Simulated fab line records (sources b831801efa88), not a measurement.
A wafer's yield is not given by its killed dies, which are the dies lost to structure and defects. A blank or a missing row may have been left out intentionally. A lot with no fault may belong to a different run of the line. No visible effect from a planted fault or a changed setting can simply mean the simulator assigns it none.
fab line records / flow gf180mcu
record lots=13 wafers=39 last_day=34
route steps=602 shown M4@459 V4@476
lots that met no fault: from a run of the same line without faults
start_h: hours from the record's first day to the start of the lot's first wafer shown / wait_h: how many hours have passed since the lot's step before this one / " same as the row above / L1.1+2: several wafers, shown together as one row / - no value, or no start given / * or withheld: withheld / < > ~ a bound
route shown NAME@n: NAME is a module with steps in the file, n the number in the route of the first one / usual: mean/standard deviation taken from wafers without a fault / same: alike in all rows / chamber/n: place in a boat / sites: readings site by site / _std_site: standard deviation of those values / _edge_site: mean of outer sites minus mean of inner sites / radius_mm: for every site, how far away it sits from the centre of the wafer / mask NAME#n: copy n / behind: tool/chamber where the wafer was last shaped / hold: reason for holding the lot/hours on hold/outcome of the hold / device: whichever transistor did not switch (one of n, p or np) / end of line: the tests these same wafers got at the end of their route / a step given without rows: its recipe and nothing more / killed: dies lost to structure and defects at the first sort, not the wafer's yield / map: dies across one wafer; x = killed, . = not, _ = none there
set.NAME: the run value of the setting; set.NAME@STEP: its run value at that earlier step / model.NAME: the simulator's own value behind a step, which no gauge read
one table for each step of the route and one row for each wafer, over a sample of lots
services: a tool's chamber out of use, with start hour (start_h, from the record's first day; less than 0 if before it), hours out, and reason
## steps
# step GF_M4_SPUTTER_03
# recipe material=Ti target_thk_nm=10 substrate_temp_c=300 chamber_pressure_pa=0.3 power_w=3000 time_s=6.7
# usual throttle_valve_pct=30.2/1.6
lot.wafer=L516.1 tool=pvd_sputter-03 chamber=- start_h=525.62 wait_h=0.0 throttle_valve_pct=31.1
lot.wafer=L516.3 tool=pvd_sputter-03 chamber=- start_h=525.62 wait_h=0.0 throttle_valve_pct=29.6
lot.wafer=L516.6 tool=pvd_sputter-03 chamber=- start_h=525.62 wait_h=0.0 throttle_valve_pct=29.8
lot.wafer=L519.1 tool=pvd_sputter-01 chamber=- start_h=542.65 wait_h=0.0 throttle_valve_pct=30.8
lot.wafer=L519.5 tool=pvd_sputter-01 chamber=- start_h=542.65 wait_h=0.0 throttle_valve_pct=30.9
lot.wafer=L519.6 tool=pvd_sputter-01 chamber=- start_h=542.65 wait_h=0.0 throttle_valve_pct=29.9
lot.wafer=L520.1 tool=pvd_sputter-04 chamber=- start_h=544.23 wait_h=0.0 throttle_valve_pct=29.1
lot.wafer=L520.2 tool=pvd_sputter-04 chamber=- start_h=544.23 wait_h=0.0 throttle_valve_pct=28.1
lot.wafer=L520.4 tool=pvd_sputter-04 chamber=- start_h=544.23 wait_h=0.0 throttle_valve_pct=30.6
lot.wafer=L521.2 tool=pvd_sputter-01 chamber=- start_h=555.73 wait_h=0.0 throttle_valve_pct=32.6
lot.wafer=L521.4 tool=pvd_sputter-01 chamber=- start_h=555.73 wait_h=0.0 throttle_valve_pct=33.1
lot.wafer=L521.5 tool=pvd_sputter-01 chamber=- start_h=555.73 wait_h=0.0 throttle_valve_pct=32.6
lot.wafer=L522.1 tool=pvd_sputter-01 chamber=- start_h=562.40 wait_h=0.0 throttle_valve_pct=31.0
lot.wafer=L522.4 tool=pvd_sputter-01 chamber=- start_h=562.40 wait_h=0.0 throttle_valve_pct=32.6
lot.wafer=L522.5 tool=pvd_sputter-01 chamber=- start_h=562.40 wait_h=0.0 throttle_valve_pct=32.7
lot.wafer=L524.3 tool=pvd_sputter-01 chamber=- start_h=580.60 wait_h=0.0 throttle_valve_pct=32.8
lot.wafer=L524.4 tool=pvd_sputter-01 chamber=- start_h=580.60 wait_h=0.0 throttle_valve_pct=29.9
lot.wafer=L524.6 tool=pvd_sputter-01 chamber=- start_h=580.60 wait_h=0.0 throttle_valve_pct=30.9
lot.wafer=L525.2 tool=pvd_sputter-03 chamber=- start_h=587.42 wait_h=0.0 throttle_valve_pct=31.0
lot.wafer=L525.4 tool=pvd_sputter-03 chamber=- start_h=587.42 wait_h=0.0 throttle_valve_pct=29.6
lot.wafer=L525.6 tool=pvd_sputter-03 chamber=- start_h=587.42 wait_h=0.0 throttle_valve_pct=27.2
lot.wafer=L526.2 tool=pvd_sputter-04 chamber=- start_h=594.34 wait_h=0.0 throttle_valve_pct=30.8
lot.wafer=L526.3 tool=pvd_sputter-04 chamber=- start_h=594.34 wait_h=0.0 throttle_valve_pct=28.1
lot.wafer=L526.5 tool=pvd_sputter-04 chamber=- start_h=594.34 wait_h=0.0 throttle_valve_pct=30.9
lot.wafer=L530.1 tool=pvd_sputter-01 chamber=- start_h=631.25 wait_h=0.0 throttle_valve_pct=32.5
lot.wafer=L530.3 tool=pvd_sputter-01 chamber=- start_h=631.25 wait_h=0.0 throttle_valve_pct=31.0
lot.wafer=L530.6 tool=pvd_sputter-01 chamber=- start_h=631.25 wait_h=0.0 throttle_valve_pct=30.7
lot.wafer=L531.4 tool=pvd_sputter-03 chamber=- start_h=637.21 wait_h=0.0 throttle_valve_pct=29.6
lot.wafer=L531.5 tool=pvd_sputter-03 chamber=- start_h=637.21 wait_h=0.0 throttle_valve_pct=27.3
lot.wafer=L531.6 tool=pvd_sputter-03 chamber=- start_h=637.21 wait_h=0.0 throttle_valve_pct=29.8
lot.wafer=L532.1 tool=pvd_sputter-04 chamber=- start_h=642.50 wait_h=0.0 throttle_valve_pct=29.6
lot.wafer=L532.3 tool=pvd_sputter-04 chamber=- start_h=642.50 wait_h=0.0 throttle_valve_pct=28.2
lot.wafer=L532.5 tool=pvd_sputter-04 chamber=- start_h=642.50 wait_h=0.0 throttle_valve_pct=28.3
lot.wafer=L533.3 tool=pvd_sputter-01 chamber=- start_h=665.70 wait_h=0.0 throttle_valve_pct=30.0
lot.wafer=L533.5 tool=pvd_sputter-01 chamber=- start_h=665.70 wait_h=0.0 throttle_valve_pct=31.0
lot.wafer=L533.6 tool=pvd_sputter-01 chamber=- start_h=665.70 wait_h=0.0 throttle_valve_pct=30.1
lot.wafer=L536.2 tool=pvd_sputter-03 chamber=- start_h=691.30 wait_h=0.0 throttle_valve_pct=27.1
lot.wafer=L536.5 tool=pvd_sputter-03 chamber=- start_h=691.30 wait_h=0.0 throttle_valve_pct=30.2
lot.wafer=L536.6 tool=pvd_sputter-03 chamber=- start_h=691.30 wait_h=0.0 throttle_valve_pct=27.4
# step GF_M4_SPUTTER_04
# recipe material=TiN target_thk_nm=50 power_w=6500 time_s=41.7 chamber_pressure_pa=0.4
# usual throttle_valve_pct=30.2/1.6
lot.wafer=L516.1 tool=pvd_sputter-03 chamber=- start_h=525.64 wait_h=0.0 throttle_valve_pct=30.9
lot.wafer=L516.3 tool=pvd_sputter-03 chamber=- start_h=525.64 wait_h=0.0 throttle_valve_pct=29.5
lot.wafer=L516.6 tool=pvd_sputter-03 chamber=- start_h=525.64 wait_h=0.0 throttle_valve_pct=29.7
lot.wafer=L519.1 tool=pvd_sputter-01 chamber=- start_h=542.67 wait_h=0.0 throttle_valve_pct=30.6
lot.wafer=L519.5 tool=pvd_sputter-01 chamber=- start_h=542.67 wait_h=0.0 throttle_valve_pct=30.9
lot.wafer=L519.6 tool=pvd_sputter-01 chamber=- start_h=542.67 wait_h=0.0 throttle_valve_pct=29.7
lot.wafer=L520.1 tool=pvd_sputter-04 chamber=- start_h=544.25 wait_h=0.0 throttle_valve_pct=29.0
lot.wafer=L520.2 tool=pvd_sputter-04 chamber=- start_h=544.25 wait_h=0.0 throttle_valve_pct=28.1
lot.wafer=L520.4 tool=pvd_sputter-04 chamber=- start_h=544.25 wait_h=0.0 throttle_valve_pct=30.5
lot.wafer=L521.2 tool=pvd_sputter-01 chamber=- start_h=555.75 wait_h=0.0 throttle_valve_pct=32.3
lot.wafer=L521.4 tool=pvd_sputter-01 chamber=- start_h=555.75 wait_h=0.0 throttle_valve_pct=32.9
lot.wafer=L521.5 tool=pvd_sputter-01 chamber=- start_h=555.75 wait_h=0.0 throttle_valve_pct=32.5
lot.wafer=L522.1 tool=pvd_sputter-01 chamber=- start_h=562.42 wait_h=0.0 throttle_valve_pct=30.9
lot.wafer=L522.4 tool=pvd_sputter-01 chamber=- start_h=562.42 wait_h=0.0 throttle_valve_pct=32.6
lot.wafer=L522.5 tool=pvd_sputter-01 chamber=- start_h=562.42 wait_h=0.0 throttle_valve_pct=32.3
lot.wafer=L524.3 tool=pvd_sputter-01 chamber=- start_h=580.62 wait_h=0.0 throttle_valve_pct=33.0
lot.wafer=L524.4 tool=pvd_sputter-01 chamber=- start_h=580.62 wait_h=0.0 throttle_valve_pct=29.9
lot.wafer=L524.6 tool=pvd_sputter-01 chamber=- start_h=580.62 wait_h=0.0 throttle_valve_pct=30.8
lot.wafer=L525.2 tool=pvd_sputter-03 chamber=- start_h=587.44 wait_h=0.0 throttle_valve_pct=31.0
lot.wafer=L525.4 tool=pvd_sputter-03 chamber=- start_h=587.44 wait_h=0.0 throttle_valve_pct=29.8
lot.wafer=L525.6 tool=pvd_sputter-03 chamber=- start_h=587.44 wait_h=0.0 throttle_valve_pct=27.3
lot.wafer=L526.2 tool=pvd_sputter-04 chamber=- start_h=594.36 wait_h=0.0 throttle_valve_pct=30.5
lot.wafer=L526.3 tool=pvd_sputter-04 chamber=- start_h=594.36 wait_h=0.0 throttle_valve_pct=28.3
lot.wafer=L526.5 tool=pvd_sputter-04 chamber=- start_h=594.36 wait_h=0.0 throttle_valve_pct=30.6
lot.wafer=L530.1 tool=pvd_sputter-01 chamber=- start_h=631.27 wait_h=0.0 throttle_valve_pct=32.5
lot.wafer=L530.3 tool=pvd_sputter-01 chamber=- start_h=631.27 wait_h=0.0 throttle_valve_pct=30.8
lot.wafer=L530.6 tool=pvd_sputter-01 chamber=- start_h=631.27 wait_h=0.0 throttle_valve_pct=31.2
lot.wafer=L531.4 tool=pvd_sputter-03 chamber=- start_h=637.23 wait_h=0.0 throttle_valve_pct=29.6
lot.wafer=L531.5 tool=pvd_sputter-03 chamber=- start_h=637.23 wait_h=0.0 throttle_valve_pct=27.4
lot.wafer=L531.6 tool=pvd_sputter-03 chamber=- start_h=637.23 wait_h=0.0 throttle_valve_pct=30.1
lot.wafer=L532.1 tool=pvd_sputter-04 chamber=- start_h=642.52 wait_h=0.0 throttle_valve_pct=29.6
lot.wafer=L532.3 tool=pvd_sputter-04 chamber=- start_h=642.52 wait_h=0.0 throttle_valve_pct=28.0
lot.wafer=L532.5 tool=pvd_sputter-04 chamber=- start_h=642.52 wait_h=0.0 throttle_valve_pct=28.5
lot.wafer=L533.3 tool=pvd_sputter-01 chamber=- start_h=665.72 wait_h=0.0 throttle_valve_pct=29.9
lot.wafer=L533.5 tool=pvd_sputter-01 chamber=- start_h=665.72 wait_h=0.0 throttle_valve_pct=31.2
lot.wafer=L533.6 tool=pvd_sputter-01 chamber=- start_h=665.72 wait_h=0.0 throttle_valve_pct=29.8
lot.wafer=L536.2 tool=pvd_sputter-03 chamber=- start_h=691.32 wait_h=0.0 throttle_valve_pct=27.1
lot.wafer=L536.5 tool=pvd_sputter-03 chamber=- start_h=691.32 wait_h=0.0 throttle_valve_pct=30.0
lot.wafer=L536.6 tool=pvd_sputter-03 chamber=- start_h=691.32 wait_h=0.0 throttle_valve_pct=27.2
# step GF_M4_RS_MEAS_05
# recipe thk_meas_gauge=four-point-probe reads=TiN_of_M4_SPUTTER_04+Ti_of_M4_SPUTTER_03+AlCu_of_M4_SPUTTER_02+TiN_of_M4_SPUTTER_01+Ti_of_M4_SPUTTER_00
# usual M4_ALCU_RS=0.0695/0.00094
lot.wafer=L516.1 tool=film_metro-04 chamber=- start_h=525.68 wait_h=0.0 M4_ALCU_RS[ohm/sq]=0.0694
lot.wafer=L516.3 tool=film_metro-04 chamber=- start_h=525.68 wait_h=0.0 M4_ALCU_RS[ohm/sq]=0.0686
lot.wafer=L516.6 tool=film_metro-04 chamber=- start_h=525.68 wait_h=0.0 M4_ALCU_RS[ohm/sq]=0.0678
lot.wafer=L519.1 tool=film_metro-04 chamber=- start_h=542.71 wait_h=0.0 M4_ALCU_RS[ohm/sq]=0.0714
lot.wafer=L519.5 tool=film_metro-04 chamber=- start_h=542.71 wait_h=0.0 M4_ALCU_RS[ohm/sq]=0.0709
lot.wafer=L519.6 tool=film_metro-04 chamber=- start_h=542.71 wait_h=0.0 M4_ALCU_RS[ohm/sq]=0.0709
lot.wafer=L520.1 tool=film_metro-03 chamber=- start_h=544.29 wait_h=0.0 M4_ALCU_RS[ohm/sq]=0.0703
lot.wafer=L520.2 tool=film_metro-03 chamber=- start_h=544.29 wait_h=0.0 M4_ALCU_RS[ohm/sq]=0.0701
lot.wafer=L520.4 tool=film_metro-03 chamber=- start_h=544.29 wait_h=0.0 M4_ALCU_RS[ohm/sq]=0.0693
lot.wafer=L521.2 tool=film_metro-03 chamber=- start_h=555.81 wait_h=0.0 M4_ALCU_RS[ohm/sq]=0.0696
lot.wafer=L521.4 tool=film_metro-03 chamber=- start_h=555.81 wait_h=0.0 M4_ALCU_RS[ohm/sq]=0.0691
lot.wafer=L521.5 tool=film_metro-03 chamber=- start_h=555.81 wait_h=0.0 M4_ALCU_RS[ohm/sq]=0.0700
lot.wafer=L522.1 tool=film_metro-04 chamber=- start_h=562.46 wait_h=0.0 M4_ALCU_RS[ohm/sq]=0.0695
lot.wafer=L522.4 tool=film_metro-04 chamber=- start_h=562.46 wait_h=0.0 M4_ALCU_RS[ohm/sq]=0.0699
lot.wafer=L522.5 tool=film_metro-04 chamber=- start_h=562.46 wait_h=0.0 M4_ALCU_RS[ohm/sq]=0.0697
lot.wafer=L524.3 tool=film_metro-01 chamber=- start_h=580.70 wait_h=0.1 M4_ALCU_RS[ohm/sq]=0.0690
lot.wafer=L524.4 tool=film_metro-01 chamber=- start_h=580.70 wait_h=0.1 M4_ALCU_RS[ohm/sq]=0.0689
lot.wafer=L524.6 tool=film_metro-01 chamber=- start_h=580.70 wait_h=0.1 M4_ALCU_RS[ohm/sq]=0.0696
lot.wafer=L525.2 tool=film_metro-03 chamber=- start_h=587.50 wait_h=0.0 M4_ALCU_RS[ohm/sq]=0.0691
lot.wafer=L525.4 tool=film_metro-03 chamber=- start_h=587.50 wait_h=0.0 M4_ALCU_RS[ohm/sq]=0.0690
lot.wafer=L525.6 tool=film_metro-03 chamber=- start_h=587.50 wait_h=0.0 M4_ALCU_RS[ohm/sq]=0.0688
lot.wafer=L526.2 tool=film_metro-01 chamber=- start_h=594.42 wait_h=0.0 M4_ALCU_RS[ohm/sq]=0.0694
lot.wafer=L526.3 tool=film_metro-01 chamber=- start_h=594.42 wait_h=0.0 M4_ALCU_RS[ohm/sq]=0.0694
lot.wafer=L526.5 tool=film_metro-01 chamber=- start_h=594.42 wait_h=0.0 M4_ALCU_RS[ohm/sq]=0.0692
lot.wafer=L530.1 tool=film_metro-01 chamber=- start_h=631.31 wait_h=0.0 M4_ALCU_RS[ohm/sq]=0.0696
lot.wafer=L530.3 tool=film_metro-01 chamber=- start_h=631.31 wait_h=0.0 M4_ALCU_RS[ohm/sq]=0.0688
lot.wafer=L530.6 tool=film_metro-01 chamber=- start_h=631.31 wait_h=0.0 M4_ALCU_RS[ohm/sq]=0.0686
lot.wafer=L531.4 tool=film_metro-04 chamber=- start_h=637.33 wait_h=0.1 M4_ALCU_RS[ohm/sq]=0.0697
lot.wafer=L531.5 tool=film_metro-04 chamber=- start_h=637.33 wait_h=0.1 M4_ALCU_RS[ohm/sq]=0.0689
lot.wafer=L531.6 tool=film_metro-04 chamber=- start_h=637.33 wait_h=0.1 M4_ALCU_RS[ohm/sq]=0.0690
lot.wafer=L532.1 tool=film_metro-03 chamber=- start_h=642.56 wait_h=0.0 M4_ALCU_RS[ohm/sq]=0.0711
lot.wafer=L532.3 tool=film_metro-03 chamber=- start_h=642.56 wait_h=0.0 M4_ALCU_RS[ohm/sq]=0.0706
lot.wafer=L532.5 tool=film_metro-03 chamber=- start_h=642.56 wait_h=0.0 M4_ALCU_RS[ohm/sq]=0.0703
lot.wafer=L533.3 tool=film_metro-03 chamber=- start_h=665.80 wait_h=0.1 M4_ALCU_RS[ohm/sq]=0.0689
lot.wafer=L533.5 tool=film_metro-03 chamber=- start_h=665.80 wait_h=0.1 M4_ALCU_RS[ohm/sq]=0.0686
lot.wafer=L533.6 tool=film_metro-03 chamber=- start_h=665.80 wait_h=0.1 M4_ALCU_RS[ohm/sq]=0.0682
lot.wafer=L536.2 tool=film_metro-03 chamber=- start_h=691.38 wait_h=0.0 M4_ALCU_RS[ohm/sq]=0.0682
lot.wafer=L536.5 tool=film_metro-03 chamber=- start_h=691.38 wait_h=0.0 M4_ALCU_RS[ohm/sq]=0.0680
lot.wafer=L536.6 tool=film_metro-03 chamber=- start_h=691.38 wait_h=0.0 M4_ALCU_RS[ohm/sq]=0.0687
# step GF_V4_CVD_00
# recipe material=SiO2 target_thk_nm=600 sigma_open_frac=0.3 temp_c=400 time_s=100 sih4_flow_sccm=60 pressure_mtorr=6
# usual sih4_flow_sccm=60.00/0.19
lot.wafer=L516.1 tool=hdpcvd-01 chamber=0 start_h=549.61 wait_h=0.0 sih4_flow_sccm=59.80
lot.wafer=L516.3 tool=hdpcvd-01 chamber=2 start_h=549.61 wait_h=0.0 sih4_flow_sccm=59.79
lot.wafer=L516.6 tool=hdpcvd-01 chamber=0 start_h=549.61 wait_h=0.0 sih4_flow_sccm=59.64
lot.wafer=L519.1 tool=hdpcvd-02 chamber=2 start_h=565.85 wait_h=0.0 sih4_flow_sccm=59.93
lot.wafer=L519.5 tool=hdpcvd-02 chamber=2 start_h=565.85 wait_h=0.0 sih4_flow_sccm=59.83
lot.wafer=L519.6 tool=hdpcvd-02 chamber=0 start_h=565.85 wait_h=0.0 sih4_flow_sccm=59.94
lot.wafer=L520.1 tool=hdpcvd-02 chamber=0 start_h=566.80 wait_h=0.0 sih4_flow_sccm=60.21
lot.wafer=L520.2 tool=hdpcvd-02 chamber=1 start_h=566.80 wait_h=0.0 sih4_flow_sccm=60.30
lot.wafer=L520.4 tool=hdpcvd-02 chamber=2 start_h=566.80 wait_h=0.0 sih4_flow_sccm=60.21
lot.wafer=L521.2 tool=hdpcvd-02 chamber=0 start_h=578.26 wait_h=0.0 sih4_flow_sccm=60.07
lot.wafer=L521.4 tool=hdpcvd-02 chamber=2 start_h=578.26 wait_h=0.0 sih4_flow_sccm=60.07
lot.wafer=L521.5 tool=hdpcvd-02 chamber=0 start_h=578.26 wait_h=0.0 sih4_flow_sccm=60.34
lot.wafer=L522.1 tool=hdpcvd-02 chamber=2 start_h=584.78 wait_h=0.0 sih4_flow_sccm=59.94
lot.wafer=L522.4 tool=hdpcvd-02 chamber=2 start_h=584.78 wait_h=0.0 sih4_flow_sccm=60.05
lot.wafer=L522.5 tool=hdpcvd-02 chamber=0 start_h=584.78 wait_h=0.0 sih4_flow_sccm=60.09
lot.wafer=L524.3 tool=hdpcvd-01 chamber=2 start_h=602.15 wait_h=0.0 sih4_flow_sccm=60.08
lot.wafer=L524.4 tool=hdpcvd-01 chamber=2 start_h=602.15 wait_h=0.0 sih4_flow_sccm=60.26
lot.wafer=L524.6 tool=hdpcvd-01 chamber=0 start_h=602.15 wait_h=0.0 sih4_flow_sccm=59.97
lot.wafer=L525.2 tool=hdpcvd-01 chamber=2 start_h=609.69 wait_h=0.0 sih4_flow_sccm=59.80
lot.wafer=L525.4 tool=hdpcvd-01 chamber=0 start_h=609.69 wait_h=0.0 sih4_flow_sccm=59.84
lot.wafer=L525.6 tool=hdpcvd-01 chamber=1 start_h=609.69 wait_h=0.0 sih4_flow_sccm=59.99
lot.wafer=L526.2 tool=hdpcvd-02 chamber=2 start_h=616.33 wait_h=0.0 sih4_flow_sccm=60.52
lot.wafer=L526.3 tool=hdpcvd-02 chamber=1 start_h=616.33 wait_h=0.0 sih4_flow_sccm=60.06
lot.wafer=L526.5 tool=hdpcvd-02 chamber=2 start_h=616.33 wait_h=0.0 sih4_flow_sccm=60.42
lot.wafer=L530.1 tool=hdpcvd-02 chamber=1 start_h=651.88 wait_h=0.0 sih4_flow_sccm=59.95
lot.wafer=L530.3 tool=hdpcvd-02 chamber=0 start_h=651.88 wait_h=0.0 sih4_flow_sccm=60.19
lot.wafer=L530.6 tool=hdpcvd-02 chamber=0 start_h=651.88 wait_h=0.0 sih4_flow_sccm=59.97
lot.wafer=L531.4 tool=hdpcvd-02 chamber=0 start_h=658.00 wait_h=0.0 sih4_flow_sccm=29.88
lot.wafer=L531.5 tool=hdpcvd-02 chamber=2 start_h=658.00 wait_h=0.0 sih4_flow_sccm=59.98
lot.wafer=L531.6 tool=hdpcvd-02 chamber=1 start_h=658.00 wait_h=0.0 sih4_flow_sccm=60.14
lot.wafer=L532.1 tool=hdpcvd-02 chamber=0 start_h=662.79 wait_h=0.0 sih4_flow_sccm=30.07
lot.wafer=L532.3 tool=hdpcvd-02 chamber=2 start_h=662.79 wait_h=0.0 sih4_flow_sccm=60.38
lot.wafer=L532.5 tool=hdpcvd-02 chamber=1 start_h=662.79 wait_h=0.0 sih4_flow_sccm=59.87
lot.wafer=L533.3 tool=hdpcvd-01 chamber=1 start_h=684.88 wait_h=0.0 sih4_flow_sccm=59.69
lot.wafer=L533.5 tool=hdpcvd-01 chamber=2 start_h=684.88 wait_h=0.0 sih4_flow_sccm=59.95
lot.wafer=L533.6 tool=hdpcvd-01 chamber=1 start_h=684.88 wait_h=0.0 sih4_flow_sccm=59.77
lot.wafer=L536.2 tool=hdpcvd-01 chamber=0 start_h=709.83 wait_h=0.0 sih4_flow_sccm=60.10
lot.wafer=L536.5 tool=hdpcvd-01 chamber=1 start_h=709.83 wait_h=0.0 sih4_flow_sccm=59.94
lot.wafer=L536.6 tool=hdpcvd-01 chamber=0 start_h=709.83 wait_h=0.0 sih4_flow_sccm=60.14
# step GF_V4_THK_MEAS_01
# recipe reads=SiO2_of_V4_CVD_00
# usual V4_CVD_00_THK=600/6.6
lot.wafer=L516.1 tool=film_metro-03 chamber=- start_h=549.69 wait_h=0.0 V4_CVD_00_THK[nm]=612
lot.wafer=L516.3 tool=film_metro-03 chamber=- start_h=549.69 wait_h=0.0 V4_CVD_00_THK[nm]=605
lot.wafer=L516.6 tool=film_metro-03 chamber=- start_h=549.69 wait_h=0.0 V4_CVD_00_THK[nm]=609
lot.wafer=L519.1 tool=film_metro-03 chamber=- start_h=565.93 wait_h=0.0 V4_CVD_00_THK[nm]=596
lot.wafer=L519.5 tool=film_metro-03 chamber=- start_h=565.93 wait_h=0.0 V4_CVD_00_THK[nm]=601
lot.wafer=L519.6 tool=film_metro-03 chamber=- start_h=565.93 wait_h=0.0 V4_CVD_00_THK[nm]=595
lot.wafer=L520.1 tool=film_metro-03 chamber=- start_h=566.88 wait_h=0.0 V4_CVD_00_THK[nm]=594
lot.wafer=L520.2 tool=film_metro-03 chamber=- start_h=566.88 wait_h=0.0 V4_CVD_00_THK[nm]=596
lot.wafer=L520.4 tool=film_metro-03 chamber=- start_h=566.88 wait_h=0.0 V4_CVD_00_THK[nm]=603
lot.wafer=L521.2 tool=film_metro-02 chamber=- start_h=578.38 wait_h=0.1 V4_CVD_00_THK[nm]=593
lot.wafer=L521.4 tool=film_metro-02 chamber=- start_h=578.38 wait_h=0.1 V4_CVD_00_THK[nm]=612
lot.wafer=L521.5 tool=film_metro-02 chamber=- start_h=578.38 wait_h=0.1 V4_CVD_00_THK[nm]=594
lot.wafer=L522.1 tool=film_metro-03 chamber=- start_h=584.85 wait_h=0.0 V4_CVD_00_THK[nm]=594
lot.wafer=L522.4 tool=film_metro-03 chamber=- start_h=584.85 wait_h=0.0 V4_CVD_00_THK[nm]=600
lot.wafer=L522.5 tool=film_metro-03 chamber=- start_h=584.85 wait_h=0.0 V4_CVD_00_THK[nm]=594
lot.wafer=L524.3 tool=film_metro-01 chamber=- start_h=602.25 wait_h=0.1 V4_CVD_00_THK[nm]=603
lot.wafer=L524.4 tool=film_metro-01 chamber=- start_h=602.25 wait_h=0.1 V4_CVD_00_THK[nm]=601
lot.wafer=L524.6 tool=film_metro-01 chamber=- start_h=602.25 wait_h=0.1 V4_CVD_00_THK[nm]=595
lot.wafer=L525.2 tool=film_metro-03 chamber=- start_h=609.77 wait_h=0.0 V4_CVD_00_THK[nm]=605
lot.wafer=L525.4 tool=film_metro-03 chamber=- start_h=609.77 wait_h=0.0 V4_CVD_00_THK[nm]=604
lot.wafer=L525.6 tool=film_metro-03 chamber=- start_h=609.77 wait_h=0.0 V4_CVD_00_THK[nm]=600
lot.wafer=L526.2 tool=film_metro-03 chamber=- start_h=616.42 wait_h=0.0 V4_CVD_00_THK[nm]=600
lot.wafer=L526.3 tool=film_metro-03 chamber=- start_h=616.42 wait_h=0.0 V4_CVD_00_THK[nm]=602
lot.wafer=L526.5 tool=film_metro-03 chamber=- start_h=616.42 wait_h=0.0 V4_CVD_00_THK[nm]=601
lot.wafer=L530.1 tool=film_metro-03 chamber=- start_h=651.95 wait_h=0.0 V4_CVD_00_THK[nm]=605
lot.wafer=L530.3 tool=film_metro-03 chamber=- start_h=651.95 wait_h=0.0 V4_CVD_00_THK[nm]=594
lot.wafer=L530.6 tool=film_metro-03 chamber=- start_h=651.95 wait_h=0.0 V4_CVD_00_THK[nm]=589
lot.wafer=L531.4 tool=film_metro-03 chamber=- start_h=658.06 wait_h=0.0 V4_CVD_00_THK[nm]=296
lot.wafer=L531.5 tool=film_metro-03 chamber=- start_h=658.06 wait_h=0.0 V4_CVD_00_THK[nm]=603
lot.wafer=L531.6 tool=film_metro-03 chamber=- start_h=658.06 wait_h=0.0 V4_CVD_00_THK[nm]=600
lot.wafer=L532.1 tool=film_metro-02 chamber=- start_h=662.86 wait_h=0.0 V4_CVD_00_THK[nm]=297
lot.wafer=L532.3 tool=film_metro-02 chamber=- start_h=662.86 wait_h=0.0 V4_CVD_00_THK[nm]=609
lot.wafer=L532.5 tool=film_metro-02 chamber=- start_h=662.86 wait_h=0.0 V4_CVD_00_THK[nm]=597
lot.wafer=L533.3 tool=film_metro-02 chamber=- start_h=684.97 wait_h=0.1 V4_CVD_00_THK[nm]=616
lot.wafer=L533.5 tool=film_metro-02 chamber=- start_h=684.97 wait_h=0.1 V4_CVD_00_THK[nm]=603
lot.wafer=L533.6 tool=film_metro-02 chamber=- start_h=684.97 wait_h=0.1 V4_CVD_00_THK[nm]=609
lot.wafer=L536.2 tool=film_metro-02 chamber=- start_h=709.91 wait_h=0.0 V4_CVD_00_THK[nm]=588
lot.wafer=L536.5 tool=film_metro-02 chamber=- start_h=709.91 wait_h=0.0 V4_CVD_00_THK[nm]=600
lot.wafer=L536.6 tool=film_metro-02 chamber=- start_h=709.91 wait_h=0.0 V4_CVD_00_THK[nm]=592
## services
tool=pvd_sputter-01 chamber=- start_h=519.04 hours=3.0 kind=repair
tool=pvd_sputter-01 chamber=- start_h=525.80 hours=3.5 kind=repair
tool=pvd_sputter-01 chamber=- start_h=525.99 hours=3.7 kind=repair
tool=hdpcvd-02 chamber=- start_h=539.25 hours=15.0 kind=pm
tool=hdpcvd-02 chamber=0 start_h=539.25 hours=15.0 kind=vent_cycle
tool=hdpcvd-02 chamber=1 start_h=539.25 hours=15.0 kind=vent_cycle
tool=hdpcvd-02 chamber=2 start_h=539.25 hours=15.0 kind=vent_cycle
tool=hdpcvd-02 chamber=0 start_h=554.25 hours=- kind=clean
tool=hdpcvd-02 chamber=1 start_h=554.25 hours=- kind=clean
tool=hdpcvd-02 chamber=2 start_h=554.25 hours=- kind=clean
tool=hdpcvd-02 chamber=2 start_h=567.50 hours=3.5 kind=repair
tool=pvd_sputter-03 chamber=3 start_h=573.71 hours=- kind=consumable_replace:kit
tool=pvd_sputter-03 chamber=3 start_h=573.71 hours=18.0 kind=scheduled_down
tool=pvd_sputter-03 chamber=3 start_h=573.71 hours=18.0 kind=vent_cycle
tool=hdpcvd-02 chamber=- start_h=573.98 hours=2.8 kind=pm
tool=hdpcvd-02 chamber=1 start_h=588.01 hours=6.3 kind=repair
tool=pvd_sputter-01 chamber=2 start_h=633.01 hours=- kind=consumable_replace:kit
tool=pvd_sputter-01 chamber=2 start_h=633.01 hours=18.0 kind=scheduled_down
tool=pvd_sputter-01 chamber=2 start_h=633.01 hours=18.0 kind=vent_cycle
tool=pvd_sputter-01 chamber=- start_h=653.32 hours=5.3 kind=repair
tool=pvd_sputter-03 chamber=2 start_h=691.36 hours=- kind=consumable_replace:kit
tool=pvd_sputter-03 chamber=2 start_h=691.36 hours=18.0 kind=scheduled_down
tool=pvd_sputter-03 chamber=2 start_h=691.36 hours=18.0 kind=vent_cycle
tool=pvd_sputter-01 chamber=- start_h=698.74 hours=11.2 kind=repair
## key
first_sign step=GF_V4_CVD_00 reading=sih4_flow_sccm direction=down sigmas=99+ usual=60.00 struck=29.97
effect step=GF_V4_THK_MEAS_01 reading=V4_CVD_00_THK direction=down sigmas=46 usual=600 struck=297
met_at GF_V4_CVD_00
struck_lots L531,L532
struck_wafers L531.4,L532.1
not_acting_at GF_M4_SPUTTER_03,GF_M4_SPUTTER_04,GF_M4_RS_MEAS_05
onset_between 651.88 658.00
fault kind=process_parameter_drift tool=hdpcvd-02 chamber=0 onset_h=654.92 steps=GF_V4_CVD_00 channel=sih4_flow_sccm offset=-30 shape=step end_h=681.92 acts_in=these_recipes_only stated=60
